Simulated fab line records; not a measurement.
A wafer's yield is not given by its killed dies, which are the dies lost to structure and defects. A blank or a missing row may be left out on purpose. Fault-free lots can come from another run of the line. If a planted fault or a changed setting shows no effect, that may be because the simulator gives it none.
fab line records | flow sky130
record: lots: 5 wafers: 15 last_day: 49
route steps=708 shown POLY_GATE@222 LDD_N@237 LDD_P@255
lots untouched by any fault: they come from a run of this same line in which no faults occurred
start_h: hours from the record's opening day to when the first of the lot's shown wafers began | wait_h: hours elapsed since this lot's preceding step | " as in the row above | L1.1+2: a single row standing in for several wafers | - no value, or no start given | * or withheld: withheld | < > ~ a bound
route shown NAME@n: names a module that has steps shown in the file, with the first one's number in the route | usual: mean/standard deviation of fault-free wafers | same: alike in all rows | chamber/n: place in a boat | sites: the reading at each site | _std_site: the values' standard deviation | _edge_site: mean of outer sites minus mean of inner sites | radius_mm: how far each site lies from the wafer's centre | mask NAME#n: copy n | behind: the last tool/chamber to shape the wafer | hold: what put the lot on hold/how long, in hours/how the hold closed | device: transistor that didn't switch, given as n, p or np | end of line: the same wafers' tests at the end of the route | a step without rows: its recipe alone | killed: not the wafer's yield, but the dies lost to structure and defects at the first sort | map: per-die view of a wafer (x killed, . not killed, _ where there is no die)
set.NAME: the run value of the setting; set.NAME@STEP: its run value at that earlier step | model.NAME: the simulator's own value behind a step, which no gauge read
a table for each step, a row for each wafer; lots at some steps of the route
services: the hour from which a tool's chamber was out of use, counted from the record's first day as start_h (under 0 if before that day), plus the number of hours and why
== steps ==
step: SKY_POLY_GATE_COAT_08
recipe: resist: KrF-thick spin_rpm: 3000 resist_thk_nm: 450
usual: dispense_pressure_kPa: 48.2/1.7
columns lot.wafer tool chamber start_h wait_h dispense_pressure_kPa
L078.1 litho_track-02 0 - - 47.5
L078.2 " 0 " " 47.5
L078.4 " 0 " " 47.5
L079.2 litho_track-03 0 - - 45.7
L079.5 " 0 " " 45.7
L079.6 " 0 " " 45.7
L084.1 litho_track-01 0 - - 50.1
L084.2 " 0 " " 50.1
L084.3 " 0 " " 50.1
L086.2 litho_track-03 0 - - 45.7
L086.4 " 0 " " 45.7
L086.6 " 0 " " 45.7
L091.1 litho_track-01 0 - - 50.1
L091.3 " 0 " " 50.1
L091.6 " 0 " " 50.1
step: SKY_POLY_GATE_SOFTBAKE_09
recipe: temp_c: 100 time_s: 90 resist: KrF-thick
columns lot.wafer tool chamber start_h wait_h
L078.1+2+4 litho_track-02 0 - -
L079.2+5+6 litho_track-03 0 - -
L084.1+2+3 litho_track-01 0 - -
L086.2+4+6 litho_track-03 0 - -
L091.1+3+6 litho_track-01 0 - -
step: SKY_POLY_GATE_EXPOSE_10
recipe: mask_id: P1M na: 0.68 source_shape: conventional sigma_outer: 0.6 target_cd_nm: 150 dose_mj: 28
columns lot.wafer tool chamber start_h wait_h mask
L078.1+2+4 krf_scanner-01 0 - - P1M#0
L079.2+5+6 krf_scanner-02 0 - - P1M#0
L084.1+2+3 krf_scanner-01 0 - - P1M#0
L086.2+4+6 krf_scanner-02 0 - - P1M#0
L091.1+3+6 krf_scanner-02 0 - - P1M#0
step: SKY_POLY_GATE_PEB_11
recipe: peb_temp_c: withheld peb_time_s: withheld resist: KrF-thick
columns lot.wafer tool chamber start_h wait_h
L078.1+2+4 litho_track-03 0 - -
L079.2+5+6 litho_track-03 0 - -
L084.1+2+3 litho_track-01 0 - -
L086.2+4+6 litho_track-02 0 - -
L091.1+3+6 litho_track-01 0 - -
step: SKY_POLY_GATE_DEVELOP_12
recipe: develop_time_s: 60 resist: KrF-thick dev_temp_c: 21
usual: developer_temp_C: 21.01/0.098
columns lot.wafer tool chamber start_h wait_h developer_temp_C
L078.1 litho_track-03 0 - - 20.87
L078.2 " 0 " " 20.98
L078.4 " 0 " " 20.89
L079.2 litho_track-03 0 - - 20.84
L079.5 " 0 " " 20.96
L079.6 " 0 " " 20.94
L084.1 litho_track-01 0 - - 20.93
L084.2 " 0 " " 20.96
L084.3 " 0 " " 21.07
L086.2 litho_track-02 0 - - 21.04
L086.4 " 0 " " 21.07
L086.6 " 0 " " 21.02
L091.1 litho_track-01 0 - - 20.88
L091.3 " 0 " " 20.76
L091.6 " 0 " " 20.90
step: SKY_POLY_GATE_CD_MEAS_13
recipe: target_cd_nm: 150
usual: cd_nm: 150.4/1.2
columns lot.wafer tool chamber start_h wait_h cd_nm
L078.1 cd_sem-01 - 405.86 - 150.7
L078.2 " - " " 150.3
L078.4 " - " " 150.4
L079.2 cd_sem-02 - 420.38 - 150.9
L079.5 " - " " 151.4
L079.6 " - " " 149.9
L084.1 cd_sem-01 - 489.65 - 148.9
L084.2 " - " " 149.3
L084.3 " - " " 150.8
L086.2 cd_sem-01 - 489.97 - 151.2
L086.4 " - " " 151.6
L086.6 " - " " 150.6
L091.1 cd_sem-01 - 525.75 - 151.3
L091.3 " - " " 151.4
L091.6 " - " " 151.2
step: SKY_POLY_GATE_OVL_MEAS_14
usual: POLY_GATE_OVL: 0/5.8
columns lot.wafer tool chamber start_h wait_h POLY_GATE_OVL[nm]
L078.1 overlay-01 - 405.98 0.1 1
L078.2 " - " " 6
L078.4 " - " " 6
L079.2 overlay-01 - 420.49 0.1 -3
L079.5 " - " " -9
L079.6 " - " " -9
L084.1 overlay-01 - 489.77 0.1 3
L084.2 " - " " 11
L084.3 " - " " 3
L086.2 overlay-01 - 490.08 0.1 0
L086.4 " - " " -1
L086.6 " - " " 3
L091.1 overlay-02 - 525.87 0.1 8
L091.3 " - " " 3
L091.6 " - " " 6
step: SKY_POLY_GATE_ETCH_15
recipe: chemistry: N2/H2 target: BARC ion_energy_ev: 200 source_w: 500 bias_w: 100 pressure_mtorr: 30 n2_flow_sccm: 100 h2_flow_sccm: 200 stop_on: SiO2 time_s: 118.5 target_depth_a: 1100
usual: drypump_motor_current_A: 5.6/0.54 oes_product_au: 0.716/0.0047 throttle_valve_pct: 13.214/0.0091
columns lot.wafer tool chamber start_h wait_h drypump_motor_current_A oes_product_au rf_hours_counter_h throttle_valve_pct
L078.1 rie_diel-04 2 406.02 0.0 5.6 0.711 94 13.216
L078.2 " 1 " " 5.3 0.712 66 13.226
L078.4 " 3 " " 5.6 0.725 3 13.216
L079.2 rie_diel-01 3 420.52 0.0 5.3 0.720 76 13.221
L079.5 " 0 " " 5.9 0.712 - 13.216
L079.6 " 1 " " 6.6 0.716 - 13.226
L084.1 rie_diel-01 3 489.81 0.0 5.3 0.716 77 13.221
L084.2 " 2 " " 5.2 0.720 19 13.220
L084.3 " 0 " " 5.9 0.714 14 13.213
L086.2 rie_diel-03 0 490.11 0.0 4.9 0.716 59 13.188
L086.4 " 3 " " 4.7 0.719 7 13.218
L086.6 " 2 " " 5.7 0.710 - 13.229
L091.1 rie_diel-04 3 525.91 0.0 5.6 0.716 5 13.219
L091.3 " 1 " " 5.2 0.715 68 13.222
L091.6 " 2 " " 5.6 0.716 - 13.225
step: SKY_POLY_GATE_ETCH_16
recipe: stop_on: poly-Si chemistry: CH3F/O2 target: Si3N4 source_w: 400 bias_w: 80 pressure_mtorr: 25 ch3f_flow_sccm: 40 O2_flow_sccm: 30 time_s: 147.5 target_depth_a: 750
usual: drypump_motor_current_A: 5.6/0.54 oes_product_au: 0.640/0.0055 throttle_valve_pct: 10.535/0.0091
columns lot.wafer tool chamber start_h wait_h drypump_motor_current_A oes_product_au rf_hours_counter_h throttle_valve_pct
L078.1 rie_diel-04 2 406.10 0.0 5.7 0.651 94 10.515
L078.2 " 1 " " 5.2 0.637 66 10.537
L078.4 " 3 " " 5.6 0.647 3 10.529
L079.2 rie_diel-01 3 420.60 0.0 5.2 0.636 76 10.538
L079.5 " 0 " " 5.9 0.641 - 10.540
L079.6 " 1 " " 6.6 0.637 - 10.548
L084.1 rie_diel-01 3 489.89 0.0 5.2 0.641 77 10.544
L084.2 " 2 " " 5.2 0.642 20 10.542
L084.3 " 0 " " 5.9 0.635 14 10.543
L086.2 rie_diel-03 0 490.19 0.0 4.9 0.652 59 10.528
L086.4 " 3 " " 4.7 0.643 7 10.539
L086.6 " 2 " " 5.7 0.651 - 10.552
L091.1 rie_diel-04 3 525.99 0.0 5.6 0.629 5 10.541
L091.3 " 1 " " 5.2 0.643 68 10.520
L091.6 " 2 " " 5.6 0.642 - 10.531
step: SKY_POLY_GATE_ETCH_17
recipe: target_depth_nm: 180 stop_on: SiO2 over_etch_frac: 0.56667 chemistry: HBr/Cl2 target: poly-Si icp_w: 400 bias_w: 100 pressure_mtorr: 10 HBr_flow_sccm: 150 Cl2_flow_sccm: 50 time_s: 70.5
usual: drypump_motor_current_A: 6.2/0.48 oes_product_au: 0.985/0.0059 throttle_valve_pct: 33.683/0.0093
columns lot.wafer tool chamber start_h wait_h drypump_motor_current_A oes_product_au rf_hours_counter_h throttle_valve_pct
L078.1 rie_si-01 3 406.20 0.0 6.3 0.978 1 33.682
L078.2 " 1 " " 6.6 0.982 4 33.700
L078.4 " 0 " " 6.1 0.992 26 33.694
L079.2 rie_si-01 2 420.70 0.0 6.0 0.996 5 33.674
L079.5 " 0 " " 6.1 0.993 - 33.695
L079.6 " 1 " " 6.6 0.991 - 33.665
L084.1 rie_si-01 3 489.99 0.0 6.4 0.986 2 33.671
L084.2 " 2 " " 6.0 0.989 6 33.683
L084.3 " 0 " " 6.1 0.998 27 33.679
L086.2 rie_si-02 2 490.29 0.0 6.7 0.979 2 33.672
L086.4 " 1 " " 5.2 0.980 0 33.685
L086.6 " 2 " " 6.7 0.991 - 33.679
L091.1 rie_si-01 1 526.09 0.0 6.6 0.992 5 33.675
L091.3 " 0 " " 6.1 0.984 27 33.665
L091.6 " 1 " " 6.6 0.989 - 33.689
step: SKY_POLY_GATE_STRIP_18
recipe: chemistry: O2/N2 power_w: 1400 pressure_mtorr: 1500 platen_temp_c: withheld o2_flow_sccm: 3000 n2_flow_sccm: 300 overash_fraction: 0.5
usual: drypump_motor_current_A: 5.8/0.67 oes_product_au: 0.361/0.0048 strip_time_to_endpoint_s: 3.173/0.024
same: overash_fraction: 0.5
columns lot.wafer tool chamber start_h wait_h drypump_motor_current_A oes_product_au rf_hours_counter_h strip_time_to_endpoint_s
L078.1 plasma_asher-01 1 406.25 0.0 4.8 0.354 28 3.219
L078.2 " 0 " " 5.7 0.360 28 3.215
L078.4 " 1 " " 4.8 0.364 - 3.189
L079.2 plasma_asher-04 0 420.75 0.0 6.8 0.362 74 3.182
L079.5 " 0 " " 6.8 0.362 - 3.165
L079.6 " 1 " " 5.8 0.359 - 3.165
L084.1 plasma_asher-02 0 490.04 0.0 6.4 0.359 65 3.162
L084.2 " 1 " " 6.0 0.360 65 3.164
L084.3 " 1 " " 6.0 0.370 - 3.167
L086.2 plasma_asher-01 0 490.34 0.0 5.8 0.363 36 3.155
L086.4 " 1 " " 4.8 0.361 - 3.144
L086.6 " 1 " " 4.8 0.356 - 3.151
L091.1 plasma_asher-01 1 526.14 0.0 4.8 0.351 40 3.186
L091.3 " 1 " " 4.8 0.353 - 3.184
L091.6 " 1 " " 4.8 0.358 - 3.168
step: SKY_POLY_GATE_CLEAN_19
recipe: chemistry: SC1/SC2 mix: 1:4:20 temp_c: 70 time_s: 150 dry: n2_spin
usual: bath_guard_temp_C: 69.5/0.5 temp_c: 70.02/0.1
columns lot.wafer tool chamber start_h wait_h bath_guard_temp_C temp_c
L078.1 wet_bench-01 1 406.35 0.1 69.8 69.88
L078.2 " 1 " " 69.6 69.93
L078.4 " 1 " " 69.1 69.91
L079.2 wet_bench-01 1 420.85 0.1 69.5 70.10
L079.5 " 1 " " 69.8 70.03
L079.6 " 1 " " 69.6 70.13
L084.1 wet_bench-03 2 490.14 0.1 69.2 70.06
L084.2 " 2 " " 69.2 70.07
L084.3 " 2 " " 69.3 70.02
L086.2 wet_bench-04 2 490.44 0.1 69.5 70.14
L086.4 " 2 " " 69.3 70.04
L086.6 " 2 " " 69.6 69.92
L091.1 wet_bench-03 0 526.24 0.1 69.0 70.08
L091.3 " 0 " " 69.3 69.98
L091.6 " 0 " " 69.2 70.08
step: SKY_POLY_GATE_OXIDATION_20
recipe: temp_c: 850 ambient: O2 stabilise_s: 600 purge_s: 300 target_thk_a: 40 ox_time_s: 899
same: ox_time_s: 899
columns lot.wafer tool chamber start_h wait_h
L078.1+2+4 furnace-02 0 406.84 0.4
L079.2+5+6 furnace-01 0 421.68 0.8
L084.1+2+3 furnace-02 0 491.97 1.8
L086.2+4+6 furnace-02 0 491.97 1.5
L091.1+3+6 furnace-02 0 526.29 0.0
step: SKY_POLY_GATE_THK_MEAS_21
recipe: reads: SiO2_of_POLY_GATE_OXIDATION_20
usual: POLY_GATE_OXIDATION_THK: 4.01/0.074
columns lot.wafer tool chamber start_h wait_h POLY_GATE_OXIDATION_THK[nm]
L078.1 film_metro-03 - 408.09 0.0 4.03
L078.2 " - " " 4.02
L078.4 " - " " 3.95
L079.2 film_metro-01 - 422.94 0.0 3.89
L079.5 " - " " 3.92
L079.6 " - " " 3.88
L084.1 film_metro-04 - 493.28 0.1 4.06
L084.2 " - " " 4.12
L084.3 " - " " 4.10
L086.2 film_metro-04 - 493.35 0.1 4.13
L086.4 " - " " 4.08
L086.6 " - " " 4.09
L091.1 film_metro-04 - 527.54 0.0 4.05
L091.3 " - " " 4.01
L091.6 " - " " 4.05
step: SKY_POLY_GATE_CD_MEAS_22
usual: cd_nm: 150.1/1.8
columns lot.wafer tool chamber start_h wait_h cd_nm
L078.1 cd_sem-01 - 408.15 0.1 150.8
L078.2 " - " " 149.8
L078.4 " - " " 151.7
L079.2 cd_sem-02 - 423.01 0.1 152.3
L079.5 " - " " 151.7
L079.6 " - " " 149.1
L084.1 cd_sem-02 - 493.34 0.1 150.4
L084.2 " - " " 149.9
L084.3 " - " " 150.3
L086.2 cd_sem-01 - 493.48 0.1 150.9
L086.4 " - " " 151.9
L086.6 " - " " 150.8
L091.1 cd_sem-01 - 527.60 0.1 148.9
L091.3 " - " " 151.4
L091.6 " - " " 151.9
step: SKY_LDD_N_DEHYDRATE_00
recipe: temp_c: 200 time_s: 60
columns lot.wafer tool chamber start_h wait_h
L078.1+2+4 litho_track-02 0 422.85 14.7
L079.2+5+6 litho_track-04 0 436.67 13.6
L084.1+2+3 litho_track-02 0 508.15 14.8
L086.2+4+6 litho_track-03 0 508.53 15.0
L091.1+3+6 litho_track-02 0 542.10 14.5
step: SKY_LDD_N_HMDS_01
recipe: prime_time_s: 60 prime_temp_c: 120
columns lot.wafer tool chamber start_h wait_h
L078.1+2+4 litho_track-02 0 423.00 0.1
L079.2+5+6 litho_track-04 0 436.82 0.1
L084.1+2+3 litho_track-02 0 508.30 0.1
L086.2+4+6 litho_track-03 0 508.68 0.1
L091.1+3+6 litho_track-02 0 542.25 0.1
step: SKY_LDD_N_COAT_02
recipe: resist: NOVOLAK spin_rpm: 3000 resist_thk_nm: 300
usual: dispense_pressure_kPa: 46.4/1
columns lot.wafer tool chamber start_h wait_h dispense_pressure_kPa
L078.1 litho_track-02 0 423.15 0.1 47.5
L078.2 " 0 " " 47.5
L078.4 " 0 " " 47.5
L079.2 litho_track-04 0 436.97 0.1 45.2
L079.5 " 0 " " 45.2
L079.6 " 0 " " 45.2
L084.1 litho_track-02 0 508.45 0.1 47.5
L084.2 " 0 " " 47.5
L084.3 " 0 " " 47.5
L086.2 litho_track-03 0 508.83 0.1 45.7
L086.4 " 0 " " 45.7
L086.6 " 0 " " 45.6
L091.1 litho_track-02 0 542.40 0.1 47.5
L091.3 " 0 " " 47.5
L091.6 " 0 " " 47.5
step: SKY_LDD_N_SOFTBAKE_03
recipe: temp_c: 90 time_s: 60 resist: NOVOLAK
columns lot.wafer tool chamber start_h wait_h
L078.1+2+4 litho_track-02 0 423.30 0.1
L079.2+5+6 litho_track-04 0 437.12 0.1
L084.1+2+3 litho_track-02 0 508.60 0.1
L086.2+4+6 litho_track-03 0 508.98 0.1
L091.1+3+6 litho_track-02 0 542.55 0.1
step: SKY_LDD_N_EXPOSE_04
recipe: mask_id: NTM target_cd_nm: 840 na: 0.6 source_shape: conventional sigma_outer: 0.6 dose_mj: 110
columns lot.wafer tool chamber start_h wait_h mask
L078.1+2+4 iline_stepper-02 0 - - NTM#0
L079.2+5+6 iline_stepper-01 0 - - NTM#0
L084.1+2+3 iline_stepper-02 0 - - NTM#0
L086.2+4+6 iline_stepper-01 0 - - NTM#0
L091.1+3+6 iline_stepper-02 0 - - NTM#0
step: SKY_LDD_N_PEB_05
recipe: temp_c: withheld time_s: * resist: NOVOLAK
columns lot.wafer tool chamber start_h wait_h
L078.1+2+4 litho_track-04 0 - -
L079.2+5+6 litho_track-02 0 - -
L084.1+2+3 litho_track-03 0 - -
L086.2+4+6 litho_track-04 0 - -
L091.1+3+6 litho_track-02 0 - -
step: SKY_LDD_N_DEVELOP_06
recipe: develop_time_s: 60 dev_temp_c: 23
usual: developer_temp_C: 23.01/0.096
columns lot.wafer tool chamber start_h wait_h developer_temp_C
L078.1 litho_track-04 0 437.75 0.1 23.01
L078.2 " 0 " " 23.17
L078.4 " 0 " " 22.96
L079.2 litho_track-02 0 453.18 0.1 23.22
L079.5 " 0 " " 23.15
L079.6 " 0 " " 23.13
L084.1 litho_track-03 0 523.66 0.1 22.92
L084.2 " 0 " " 22.89
L084.3 " 0 " " 22.82
L086.2 litho_track-04 0 523.97 0.1 23.04
L086.4 " 0 " " 23.04
L086.6 " 0 " " 22.98
L091.1 litho_track-02 0 557.25 0.1 22.89
L091.3 " 0 " " 23.00
L091.6 " 0 " " 23.00
step: SKY_LDD_N_OVL_MEAS_07
usual: LDD_N_OVL: -0.5/1.5
columns lot.wafer tool chamber start_h wait_h LDD_N_OVL[nm]
L078.1 overlay-01 - 437.90 0.1 -4.0
L078.2 " - " " -4.3
L078.4 " - " " -3.2
L079.2 overlay-02 - 453.31 0.1 -1.4
L079.5 " - " " -1.3
L079.6 " - " " -1.1
L084.1 overlay-01 - 523.81 0.1 1.0
L084.2 " - " " 0.8
L084.3 " - " " 1.6
L086.2 overlay-01 - 524.10 0.1 1.5
L086.4 " - " " 1.5
L086.6 " - " " 1.7
L091.1 overlay-02 - 557.40 0.1 1.8
L091.3 " - " " 2.0
L091.6 " - " " 1.7
step: SKY_LDD_N_IMPLANT_08
recipe: species: As energy_kev: 20 dose_cm2: 7.5e+13 tilt_deg: withheld rotation_deg: 23
columns lot.wafer tool chamber start_h wait_h
L078.1+2+4 implanter-04 0 437.94 0.0
L079.2+5+6 implanter-04 0 453.36 0.0
L084.1+2+3 implanter-03 0 523.84 0.0
L086.2+4+6 implanter-04 0 524.71 0.6
L091.1+3+6 implanter-03 0 557.44 0.0
step: SKY_LDD_N_IMPLANT_09
recipe: species: As energy_kev: 20 dose_cm2: 7.5e+13 tilt_deg: withheld rotation_deg: 113
columns lot.wafer tool chamber start_h wait_h
L078.1+2+4 implanter-04 0 438.09 0.1
L079.2+5+6 implanter-04 0 453.51 0.1
L084.1+2+3 implanter-03 0 523.99 0.1
L086.2+4+6 implanter-04 0 524.86 0.1
L091.1+3+6 implanter-03 0 557.59 0.1
step: SKY_LDD_N_IMPLANT_10
recipe: species: As energy_kev: 20 dose_cm2: 7.5e+13 tilt_deg: withheld rotation_deg: 203
columns lot.wafer tool chamber start_h wait_h
L078.1+2+4 implanter-04 0 438.24 0.1
L079.2+5+6 implanter-04 0 453.66 0.1
L084.1+2+3 implanter-03 0 524.14 0.1
L086.2+4+6 implanter-04 0 525.01 0.1
L091.1+3+6 implanter-03 0 557.74 0.1
step: SKY_LDD_N_IMPLANT_11
recipe: species: As energy_kev: 20 dose_cm2: 7.5e+13 tilt_deg: withheld rotation_deg: 293
columns lot.wafer tool chamber start_h wait_h
L078.1+2+4 implanter-04 0 438.39 0.1
L079.2+5+6 implanter-04 0 453.81 0.1
L084.1+2+3 implanter-03 0 524.29 0.1
L086.2+4+6 implanter-04 0 525.16 0.1
L091.1+3+6 implanter-03 0 557.89 0.1
step: SKY_LDD_N_IMPLANT_12
recipe: species: BF2 energy_kev: 50 dose_cm2: 5e+12 tilt_deg: 30 rotation_deg: 0
columns lot.wafer tool chamber start_h wait_h
L078.1+2+4 implanter-04 0 438.54 0.1
L079.2+5+6 implanter-04 0 453.96 0.1
L084.1+2+3 implanter-03 0 524.44 0.1
L086.2+4+6 implanter-04 0 525.31 0.1
L091.1+3+6 implanter-03 0 558.04 0.1
step: SKY_LDD_N_IMPLANT_13
recipe: species: BF2 energy_kev: 50 dose_cm2: 5e+12 tilt_deg: 30 rotation_deg: 90
columns lot.wafer tool chamber start_h wait_h
L078.1+2+4 implanter-04 0 438.69 0.1
L079.2+5+6 implanter-04 0 454.11 0.1
L084.1+2+3 implanter-03 0 524.59 0.1
L086.2+4+6 implanter-04 0 525.46 0.1
L091.1+3+6 implanter-03 0 558.19 0.1
step: SKY_LDD_N_IMPLANT_14
recipe: species: BF2 energy_kev: 50 dose_cm2: 5e+12 tilt_deg: 30 rotation_deg: 180
columns lot.wafer tool chamber start_h wait_h
L078.1+2+4 implanter-04 0 438.84 0.1
L079.2+5+6 implanter-04 0 454.26 0.1
L084.1+2+3 implanter-03 0 524.74 0.1
L086.2+4+6 implanter-04 0 525.61 0.1
L091.1+3+6 implanter-03 0 558.34 0.1
step: SKY_LDD_N_IMPLANT_15
recipe: species: BF2 energy_kev: 50 dose_cm2: 5e+12 tilt_deg: 30 rotation_deg: 270
columns lot.wafer tool chamber start_h wait_h
L078.1+2+4 implanter-04 0 438.99 0.1
L079.2+5+6 implanter-04 0 454.41 0.1
L084.1+2+3 implanter-03 0 524.89 0.1
L086.2+4+6 implanter-04 0 525.76 0.1
L091.1+3+6 implanter-03 0 558.49 0.1
step: SKY_LDD_N_STRIP_16
recipe: chemistry: O2/N2 power_w: 1400 pressure_mtorr: 1500 platen_temp_c: withheld o2_flow_sccm: 3000 n2_flow_sccm: 300 overash_fraction: 0.5
usual: drypump_motor_current_A: 5.8/0.65 oes_product_au: 0.406/0.0043 strip_time_to_endpoint_s: 4.309/0.015
same: overash_fraction: 0.5
columns lot.wafer tool chamber start_h wait_h drypump_motor_current_A oes_product_au rf_hours_counter_h strip_time_to_endpoint_s
L078.1 plasma_asher-04 0 439.14 0.1 6.8 0.404 1 4.330
L078.2 " 1 " " 5.8 0.410 1 4.296
L078.4 " 1 " " 5.8 0.415 - 4.334
L079.2 plasma_asher-01 1 454.54 0.1 4.8 0.406 33 4.297
L079.5 " 1 " " 4.8 0.407 - 4.300
L079.6 " 0 " " 5.8 0.410 - 4.312
L084.1 plasma_asher-01 1 525.04 0.1 4.8 0.409 40 4.303
L084.2 " 0 " " 5.8 0.405 40 4.310
L084.3 " 0 " " 5.8 0.406 - 4.305
L086.2 plasma_asher-04 1 525.89 0.1 5.8 0.404 10 4.313
L086.4 " 0 " " 6.8 0.408 - 4.320
L086.6 " 0 " " 6.8 0.400 - 4.301
L091.1 plasma_asher-03 1 558.64 0.1 6.0 0.401 88 4.326
L091.3 " 0 " " 6.1 0.401 - 4.326
L091.6 " 0 " " 6.1 0.408 - 4.325
step: SKY_LDD_N_TW_MEAS_17
usual: LDD_N_TW: 2587/16
columns lot.wafer tool chamber start_h wait_h LDD_N_TW
L078.1 film_metro-04 - 439.24 0.1 2588
L078.2 " - " " 2581
L078.4 " - " " 2583
L079.2 film_metro-02 - 454.65 0.1 2587
L079.5 " - " " 2586
L079.6 " - " " 2573
L084.1 film_metro-02 - 525.14 0.1 2590
L084.2 " - " " 2599
L084.3 " - " " 2591
L086.2 film_metro-04 - 526.00 0.1 2589
L086.4 " - " " 2592
L086.6 " - " " 2601
L091.1 film_metro-02 - 558.74 0.1 2589
L091.3 " - " " 2589
L091.6 " - " " 2588
step: SKY_LDD_P_DEHYDRATE_00
recipe: temp_c: 200 time_s: 60
columns lot.wafer tool chamber start_h wait_h
L078.1+2+4 litho_track-03 0 454.66 15.4
L079.2+5+6 litho_track-04 0 468.47 13.8
L084.1+2+3 litho_track-01 0 539.05 13.9
L086.2+4+6 litho_track-03 0 540.33 14.3
L091.1+3+6 litho_track-03 0 572.81 14.1
step: SKY_LDD_P_HMDS_01
recipe: prime_time_s: 60 prime_temp_c: 120
columns lot.wafer tool chamber start_h wait_h
L078.1+2+4 litho_track-03 0 454.81 0.1
L079.2+5+6 litho_track-04 0 468.62 0.1
L084.1+2+3 litho_track-01 0 539.20 0.1
L086.2+4+6 litho_track-03 0 540.48 0.1
L091.1+3+6 litho_track-03 0 572.96 0.1
step: SKY_LDD_P_COAT_02
recipe: resist: NOVOLAK spin_rpm: 3000 resist_thk_nm: 1140
usual: dispense_pressure_kPa: 46.8/2.1
columns lot.wafer tool chamber start_h wait_h dispense_pressure_kPa
L078.1 litho_track-03 0 454.96 0.1 45.7
L078.2 " 0 " " 45.7
L078.4 " 0 " " 45.7
L079.2 litho_track-04 0 468.77 0.1 45.2
L079.5 " 0 " " 45.2
L079.6 " 0 " " 45.2
L084.1 litho_track-01 0 539.35 0.1 50.1
L084.2 " 0 " " 50.1
L084.3 " 0 " " 50.1
L086.2 litho_track-03 0 540.63 0.1 45.7
L086.4 " 0 " " 45.7
L086.6 " 0 " " 45.7
L091.1 litho_track-03 0 573.11 0.1 45.7
L091.3 " 0 " " 45.7
L091.6 " 0 " " 45.7
step: SKY_LDD_P_SOFTBAKE_03
recipe: temp_c: 90 time_s: 60 resist: NOVOLAK
columns lot.wafer tool chamber start_h wait_h
L078.1+2+4 litho_track-03 0 455.11 0.1
L079.2+5+6 litho_track-04 0 468.92 0.1
L084.1+2+3 litho_track-01 0 539.50 0.1
L086.2+4+6 litho_track-03 0 540.78 0.1
L091.1+3+6 litho_track-03 0 573.26 0.1
step: SKY_LDD_P_EXPOSE_04
recipe: mask_id: PSDM na: 0.6 source_shape: conventional sigma_outer: 0.6 polarization: unpolarized target_cd_nm: 380 dose_mj: 138
columns lot.wafer tool chamber start_h wait_h mask
L078.1+2+4 iline_stepper-02 0 - - PSDM#0
L079.2+5+6 iline_stepper-01 0 - - PSDM#0
L084.1+2+3 iline_stepper-02 0 - - PSDM#0
L086.2+4+6 iline_stepper-01 0 - - PSDM#0
L091.1+3+6 iline_stepper-01 0 - - PSDM#0
step: SKY_LDD_P_PEB_05
recipe: temp_c: withheld time_s: * resist: NOVOLAK
columns lot.wafer tool chamber start_h wait_h
L078.1+2+4 litho_track-01 0 - -
L079.2+5+6 litho_track-04 0 - -
L084.1+2+3 litho_track-04 0 - -
L086.2+4+6 litho_track-03 0 - -
L091.1+3+6 litho_track-03 0 - -
step: SKY_LDD_P_DEVELOP_06
recipe: resist: NOVOLAK developer: TMAH develop_time_s: 60 dev_temp_c: 23
usual: developer_temp_C: 23.01/0.1
columns lot.wafer tool chamber start_h wait_h developer_temp_C
L078.1 litho_track-01 0 469.60 0.1 22.77
L078.2 " 0 " " 22.91
L078.4 " 0 " " 22.82
L079.2 litho_track-04 0 484.67 0.1 23.01
L079.5 " 0 " " 23.31
L079.6 " 0 " " 23.08
L084.1 litho_track-04 0 554.85 0.1 22.97
L084.2 " 0 " " 22.89
L084.3 " 0 " " 22.95
L086.2 litho_track-03 0 555.38 0.1 23.06
L086.4 " 0 " " 23.07
L086.6 " 0 " " 23.08
L091.1 litho_track-03 0 587.86 0.1 22.88
L091.3 " 0 " " 23.06
L091.6 " 0 " " 23.02
step: SKY_LDD_P_CD_MEAS_07
recipe: target_cd_nm: 380
usual: cd_nm: 381.9/2.6
columns lot.wafer tool chamber start_h wait_h cd_nm
L078.1 cd_sem-02 - 469.75 0.1 385.6
L078.2 " - " " 387.8
L078.4 " - " " 384.1
L079.2 cd_sem-01 - 484.82 0.1 380.0
L079.5 " - " " 380.4
L079.6 " - " " 380.3
L084.1 cd_sem-01 - 555.00 0.1 382.1
L084.2 " - " " 383.2
L084.3 " - " " 384.3
L086.2 cd_sem-01 - 555.53 0.1 384.2
L086.4 " - " " 381.7
L086.6 " - " " 380.4
L091.1 cd_sem-01 - 588.01 0.1 382.8
L091.3 " - " " 381.2
L091.6 " - " " 381.4
step: SKY_LDD_P_OVL_MEAS_08
usual: LDD_P_OVL: 1.0/1.6
columns lot.wafer tool chamber start_h wait_h LDD_P_OVL[nm]
L078.1 overlay-02 - 469.87 0.1 2.3
L078.2 " - " " 3.2
L078.4 " - " " 1.4
L079.2 overlay-02 - 484.93 0.1 -0.6
L079.5 " - " " -1.1
L079.6 " - " " 0.7
L084.1 overlay-02 - 555.12 0.1 0.7
L084.2 " - " " 0.7
L084.3 " - " " 1.7
L086.2 overlay-02 - 555.63 0.1 -0.8
L086.4 " - " " -0.6
L086.6 " - " " 0.5
L091.1 overlay-02 - 588.13 0.1 -0.3
L091.3 " - " " 0.4
L091.6 " - " " 0.7
step: SKY_LDD_P_IMPLANT_09
recipe: species: BF2 energy_kev: 25 dose_cm2: 1e+13 tilt_deg: withheld
columns lot.wafer tool chamber start_h wait_h
L078.1+2+4 implanter-04 0 469.91 0.0
L079.2+5+6 implanter-04 0 484.98 0.0
L084.1+2+3 implanter-02 0 555.15 0.0
L086.2+4+6 implanter-03 0 555.69 0.0
L091.1+3+6 implanter-03 0 588.16 0.0
== services ==
columns tool chamber start_h hours kind
implanter-04 - 371.76 2.8 repair
rie_diel-01 1 381.52 4.9 repair
implanter-04 - 399.49 2.7 repair
implanter-03 - 406.04 3.6 pm
rie_diel-04 - 406.97 14.6 pm
implanter-04 - 413.85 6.4 repair
rie_si-01 1 432.78 2.3 repair
iline_stepper-02 - 435.96 1.7 pm
rie_diel-01 1 440.42 4.3 repair
rie_si-01 - 441.88 2.8 pm
rie_si-01 0 445.56 32.4 repair
rie_diel-01 0 470.10 3.6 repair
rie_si-01 2 474.53 12.6 repair
rie_diel-04 - 478.06 0.2 repair
rie_diel-01 3 483.72 5.9 repair
iline_stepper-02 - 488.33 4.3 repair
implanter-03 - 488.34 6.5 pm
rie_diel-04 - 494.12 0.5 repair
rie_diel-01 - 512.20 15.6 pm
iline_stepper-01 - 512.70 0.6 repair
iline_stepper-02 - 518.63 0.7 repair
iline_stepper-01 - 549.89 1.3 repair
implanter-04 - 552.04 3.9 repair
implanter-03 - 571.60 5.9 repair
== key ==
fault none
